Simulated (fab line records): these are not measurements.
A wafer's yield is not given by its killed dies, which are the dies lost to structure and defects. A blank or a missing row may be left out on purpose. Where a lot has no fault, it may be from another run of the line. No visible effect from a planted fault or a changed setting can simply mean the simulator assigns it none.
Matching of chambers :: flow gf180mcu :: rie_diel-03 running GF_M5_ETCH_09: 4 sister chambers
The step etches Si3N4 in CF4/O2, target depth 52 nm, time 11.6 s. 20 wafers are shown with their chamber, then 10 later ones without.

WAFERS, EACH WITH ITS CHAMBER
wafer: L074.2
chamber: 3
drypump_motor_current_A (A): 5.8
oes_product_au (a.u.): 0.980
bias_w (W): 149.6

wafer: L074.4
chamber: 2
drypump_motor_current_A (A): 5.8
oes_product_au (a.u.): 1.009
bias_w (W): 151.1

wafer: L074.6
chamber: 2
drypump_motor_current_A (A): 5.8
oes_product_au (a.u.): 1.010
bias_w (W): 150.0

wafer: L075.2
chamber: 1
drypump_motor_current_A (A): 6.0
oes_product_au (a.u.): 0.995
bias_w (W): 151.0

wafer: L075.4
chamber: 0
drypump_motor_current_A (A): 6.4
oes_product_au (a.u.): 0.990
bias_w (W): 150.5

wafer: L075.5
chamber: 1
drypump_motor_current_A (A): 6.0
oes_product_au (a.u.): 1.003
bias_w (W): 150.5

wafer: L076.1
chamber: 0
drypump_motor_current_A (A): 6.3
oes_product_au (a.u.): 0.996
bias_w (W): 149.8

wafer: L076.2
chamber: 1
drypump_motor_current_A (A): 6.1
oes_product_au (a.u.): 0.994
bias_w (W): 150.4

wafer: L076.3
chamber: 0
drypump_motor_current_A (A): 6.3
oes_product_au (a.u.): 0.989
bias_w (W): 150.3

wafer: L081.1
chamber: 3
drypump_motor_current_A (A): 5.7
oes_product_au (a.u.): 0.983
bias_w (W): 149.7

wafer: L081.2
chamber: 0
drypump_motor_current_A (A): 6.3
oes_product_au (a.u.): 0.986
bias_w (W): 149.6

wafer: L081.6
chamber: 1
drypump_motor_current_A (A): 6.0
oes_product_au (a.u.): 1.007
bias_w (W): 149.8

wafer: L080.3
chamber: 0
drypump_motor_current_A (A): 6.3
oes_product_au (a.u.): 0.979
bias_w (W): 150.7

wafer: L080.5
chamber: 1
drypump_motor_current_A (A): 6.0
oes_product_au (a.u.): 1.003
bias_w (W): 149.5

wafer: L080.6
chamber: 0
drypump_motor_current_A (A): 6.3
oes_product_au (a.u.): 0.976
bias_w (W): 150.5

wafer: L083.2
chamber: 1
drypump_motor_current_A (A): 6.0
oes_product_au (a.u.): 1.001
bias_w (W): 150.2

wafer: L083.3
chamber: 2
drypump_motor_current_A (A): 5.8
oes_product_au (a.u.): 0.995
bias_w (W): 151.0

wafer: L083.5
chamber: 1
drypump_motor_current_A (A): 6.0
oes_product_au (a.u.): 1.001
bias_w (W): 150.6

wafer: L084.1
chamber: 1
drypump_motor_current_A (A): 6.0
oes_product_au (a.u.): 1.013
bias_w (W): 150.9

wafer: L084.2
chamber: 2
drypump_motor_current_A (A): 5.8
oes_product_au (a.u.): 1.002
bias_w (W): 149.5

SIGNATURES, as means of the wafers listed above
reading: drypump_motor_current_A
chamber 0: 6.317
chamber 1: 6.013
chamber 2: 5.800
chamber 3: 5.750
scatter within a chamber: 0.0372

reading: oes_product_au
chamber 0: 0.98600
chamber 1: 1.00212
chamber 2: 1.00400
chamber 3: 0.98150
scatter within a chamber: 0.00655

reading: bias_w
chamber 0: 150.233
chamber 1: 150.363
chamber 2: 150.400
chamber 3: 149.650
scatter within a chamber: 0.538
Rule: a wafer lies at a distance from a chamber equal to the root of the sum of squares, over the readings, of (its reading less the chamber's mean, divided by the reading's scatter). If the next closest chamber is less than 2 further off than the closest, the wafer can't be placed; otherwise it belongs to the closest. The scatter: take each reading less its chamber's mean, square it, sum over the shown wafers, divide by the number of wafers less the number of chambers, and take the root.

WAFERS MISSING THEIR CHAMBER
wafer: L084.5
drypump_motor_current_A (A): 6.0
oes_product_au (a.u.): 1.010
bias_w (W): 150.2

wafer: L086.2
drypump_motor_current_A (A): 6.3
oes_product_au (a.u.): 0.995
bias_w (W): 150.7

wafer: L086.3
drypump_motor_current_A (A): 5.8
oes_product_au (a.u.): 0.996
bias_w (W): 150.0

wafer: L086.5
drypump_motor_current_A (A): 5.8
oes_product_au (a.u.): 0.996
bias_w (W): 150.2

wafer: L089.1
drypump_motor_current_A (A): 5.8
oes_product_au (a.u.): 1.010
bias_w (W): 150.0

wafer: L089.3
drypump_motor_current_A (A): 6.1
oes_product_au (a.u.): 1.003
bias_w (W): 150.1

wafer: L089.6
drypump_motor_current_A (A): 5.8
oes_product_au (a.u.): 0.998
bias_w (W): 150.3

wafer: L094.3
drypump_motor_current_A (A): 5.8
oes_product_au (a.u.): 1.002
bias_w (W): 149.9

wafer: L094.5
drypump_motor_current_A (A): 6.3
oes_product_au (a.u.): 0.980
bias_w (W): 149.7

wafer: L094.6
drypump_motor_current_A (A): 5.8
oes_product_au (a.u.): 0.988
bias_w (W): 150.1

EACH ONE'S CHAMBER
wafer: L084.5
from the rows above: 1
in truth: 1

wafer: L086.2
from the rows above: 0
in truth: 0

wafer: L086.3
from the rows above: can't be placed: 2 or 3
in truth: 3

wafer: L086.5
from the rows above: can't be placed: 2 or 3
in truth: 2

wafer: L089.1
from the rows above: 2
in truth: 2

wafer: L089.3
from the rows above: 1
in truth: 1

wafer: L089.6
from the rows above: 2
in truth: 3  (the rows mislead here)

wafer: L094.3
from the rows above: 2
in truth: 2

wafer: L094.5
from the rows above: 0
in truth: 0

wafer: L094.6
from the rows above: can't be placed: 3 or 2
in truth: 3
Correct placement for 6 of the 10. Cannot be placed on the basis of these rows: 3; the candidates contain the true chamber in 3. Placed wrongly: 1.
